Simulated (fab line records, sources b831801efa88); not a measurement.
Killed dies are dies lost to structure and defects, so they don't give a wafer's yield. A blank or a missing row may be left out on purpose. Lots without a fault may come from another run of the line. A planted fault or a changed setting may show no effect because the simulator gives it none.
Which tool did it? | flow sky130 | 12 lots, 36 wafers sampled, at 5 steps of a route of 708

WHAT THE GAUGES READ, wafer by wafer
SKY_LDD_P_CD_MEAS_07: target cd 380 nm.
lot  | measured     | on        | cd_nm (nm)
L370 | day 19 04:36 | cd_sem-01 | 379.6 380.1 379.8
L372 | day 19 20:58 | cd_sem-01 | 377.2 380.1 377.6
L375 | day 21 13:44 | cd_sem-01 | 380.3 381.0 380.2
L379 | day 22 22:28 | cd_sem-02 | 379.0 380.0 375.7
L380 | day 23 00:38 | cd_sem-01 | 376.2 379.4 380.1
L382 | day 23 20:14 | cd_sem-02 | 380.6 380.2 383.1
L383 | day 24 05:55 | cd_sem-01 | 380.5 380.2 379.6
L384 | day 24 10:03 | cd_sem-01 | 377.6 381.0 379.6
L386 | day 25 09:19 | cd_sem-01 | 382.8 379.6 383.1
L387 | day 25 09:37 | cd_sem-02 | 378.7 379.1 379.2
L389 | day 26 08:15 | cd_sem-02 | 374.9 375.6 374.4
L393 | day 27 05:31 | cd_sem-01 | 376.0 375.9 376.6

SKY_LI_CONTACT_THK_MEAS_01.
lot  | measured     | on            | LI_CONTACT_HDPCVD_THK (nm)
L370 | day 28 04:17 | film_metro-04 | 922 935 941
L372 | day 28 17:34 | film_metro-02 | 929 921 929
L375 | day 30 08:32 | film_metro-02 | 931 929 928
L379 | day 31 14:53 | film_metro-04 | 933 925 930
L380 | day 31 18:59 | film_metro-04 | 911 944 924
L382 | day 32 10:49 | film_metro-03 | 948 949 949
L383 | day 32 20:13 | film_metro-04 | 923 910 911
L384 | day 32 20:59 | film_metro-04 | 912 913 929
L386 | day 33 18:29 | film_metro-04 | 924 937 932
L387 | day 33 18:47 | film_metro-04 | 933 1312 934
L389 | day 34 12:10 | film_metro-03 | 938 930 1332
L393 | day 35 07:41 | film_metro-02 | 930 929 929

SKY_LI_CONTACT_CD_MEAS_12: target cd 170 nm.
lot  | measured     | on        | cd_nm (nm)
L370 | day 29 08:39 | cd_sem-01 | 171.0 171.1 169.4
L372 | day 29 22:10 | cd_sem-01 | 169.6 169.1 170.4
L375 | day 31 12:38 | cd_sem-01 | 173.9 175.3 173.8
L379 | day 32 18:38 | cd_sem-01 | 171.4 170.5 170.6
L380 | day 32 22:25 | cd_sem-02 | 171.9 171.2 171.8
L382 | day 33 14:06 | cd_sem-02 | 170.6 170.5 171.6
L383 | day 33 23:52 | cd_sem-01 | 169.6 170.3 169.6
L384 | day 34 00:06 | cd_sem-02 | 168.6 169.1 168.8
L386 | day 34 20:48 | cd_sem-01 | 168.8 167.8 168.8
L387 | day 34 21:29 | cd_sem-02 | 170.3 172.4 172.1
L389 | day 35 15:09 | cd_sem-01 | 170.5 168.9 169.3
L393 | day 36 09:53 | cd_sem-01 | 168.1 168.0 166.9

WHICH TOOL RAN EACH LOT (tool, then ch and the chambers of the sampled wafers, then the start)
lot  | SKY_LI_CONTACT_HDPCVD_00         | SKY_LI_CONTACT_CMP_02
L370 | hdpcvd-02 ch 1,2, day 28 04:11   | cmp-01 ch 1,2, day 28 04:20
L372 | hdpcvd-02 ch 0,1,2, day 28 17:29 | cmp-01 ch 0,2,3, day 28 17:42
L375 | hdpcvd-02 ch 0,1, day 30 08:25   | cmp-01 ch 0,2,3, day 30 08:35
L379 | hdpcvd-01 ch 1,2, day 31 14:46   | cmp-01 ch 0,1,2, day 31 14:59
L380 | hdpcvd-01 ch 0,1, day 31 18:53   | cmp-01 ch 0,1,3, day 31 19:08
L382 | hdpcvd-02 ch 0,1,2, day 32 10:43 | cmp-01 ch 1,2,3, day 32 10:55
L383 | hdpcvd-01 ch 0,1,2, day 32 20:05 | cmp-02 ch 0,3, day 32 20:18
L384 | hdpcvd-01 ch 0,2, day 32 20:52   | cmp-02 ch 0,1, day 32 21:02
L386 | hdpcvd-01 ch 0,1, day 33 18:22   | cmp-02 ch 2,3, day 33 18:32
L387 | hdpcvd-02 ch 0,1,2, day 33 18:40 | cmp-01 ch 0,2,3, day 33 18:56
L389 | hdpcvd-02 ch 1,2, day 34 12:03   | cmp-02 ch 0,1, day 34 12:13
L393 | hdpcvd-01 ch 0,1, day 35 07:35   | cmp-02 ch 0,1,3, day 35 07:44
- SKY_LI_CONTACT_HDPCVD_00: deposits PSG, target thk 930 nm, time 155 s.
- SKY_LI_CONTACT_CMP_02: polishes PSG.

WHAT THE TOOLS THEMSELVES READ (means of the sampled wafers that have a number; where no wafer has one, the mark that the record gives instead)
SKY_LI_CONTACT_HDPCVD_00.
lot  | tool      | run_length_s (s) | sih4_flow_sccm (sccm)
L370 | hdpcvd-02 | 183.6            | 59.85
L372 | hdpcvd-02 | 183.2            | 60.04
L375 | hdpcvd-02 | 183.1            | 60.07
L379 | hdpcvd-01 | 182.2            | 60.03
L380 | hdpcvd-01 | 182.6            | 60.26
L382 | hdpcvd-02 | 183.7            | 60.27
L383 | hdpcvd-01 | 182.7            | 60.07
L384 | hdpcvd-01 | 183.0            | 59.96
L386 | hdpcvd-01 | 182.3            | 60.10
L387 | hdpcvd-02 | 205.0            | 59.99
L389 | hdpcvd-02 | 204.9            | 60.09
L393 | hdpcvd-01 | 182.7            | 59.94

SKY_LI_CONTACT_CMP_02.
lot  | tool   | motor_current_A (A) | time_to_endpoint_s (s)
L370 | cmp-01 | 11.9                | 32.3
L372 | cmp-01 | 11.1                | 29.3
L375 | cmp-01 | 11.2                | 32.4
L379 | cmp-01 | 11.4                | 30.2
L380 | cmp-01 | 11.5                | 31.3
L382 | cmp-01 | 11.0                | 33.7
L383 | cmp-02 | 11.3                | 29.9
L384 | cmp-02 | 11.6                | 32.6
L386 | cmp-02 | 11.9                | 33.1
L387 | cmp-01 | 11.3                | 45.1
L389 | cmp-02 | 11.3                | 49.3
L393 | cmp-02 | 11.9                | 31.1

THE ANSWER, worked out from the rows above alone
Rule: what is usual is taken from the lots themselves. Put in order of their means at a reading, lots are off if they are a third of the lots or fewer, leave a main group of 4 or more, and stand apart from it by a gap of 3 or more times the standard deviation of the main group's means; of several such gaps the widest counts. A main group whose means are all the same, to the digits that the tables above print for the reading, isn't used. A lot without any number at a reading at which 4 lots or more have one is off too. The other lots that the step has rows for count as sound. The gauges are gone through in route order, then the tools' own readings, and for those a lot's mean is taken as printed above. The first step at which some lot is off is used, and at that step the reading that is off furthest; a lot without a number counts as furthest.
Off: L387, L389, at SKY_LI_CONTACT_THK_MEAS_01 (LI_CONTACT_HDPCVD_THK). The main group: mean 929 nm, standard deviation 8.6.
A tool fits if, at a process step before that reading, it ran every lot that is off, and no sound lot after the first of them. The gauges at SKY_LI_CONTACT_THK_MEAS_01 aren't tried: what is off there is off at SKY_LI_CONTACT_HDPCVD_00 too, on other tools, and a gauge's error can't cause that. One fits: hdpcvd-02 at SKY_LI_CONTACT_HDPCVD_00. Its last sound lot is L382 (day 32 10:43), its first lot that is off L387 (day 33 18:40): a fault that began between those two fits.
The tool's own readings at SKY_LI_CONTACT_HDPCVD_00 bear it out: on the lots that are off they differ by more than 5 times the standard deviation of the sound lots' means. run_length_s reads 204.9 s there against 182.9 s on the sound lots.

WHAT THE SIMULATOR HAD PUT IN
Process parameter drift: hdpcvd-02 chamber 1, from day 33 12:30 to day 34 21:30, at SKY_LI_CONTACT_HDPCVD_00. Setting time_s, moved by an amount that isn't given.
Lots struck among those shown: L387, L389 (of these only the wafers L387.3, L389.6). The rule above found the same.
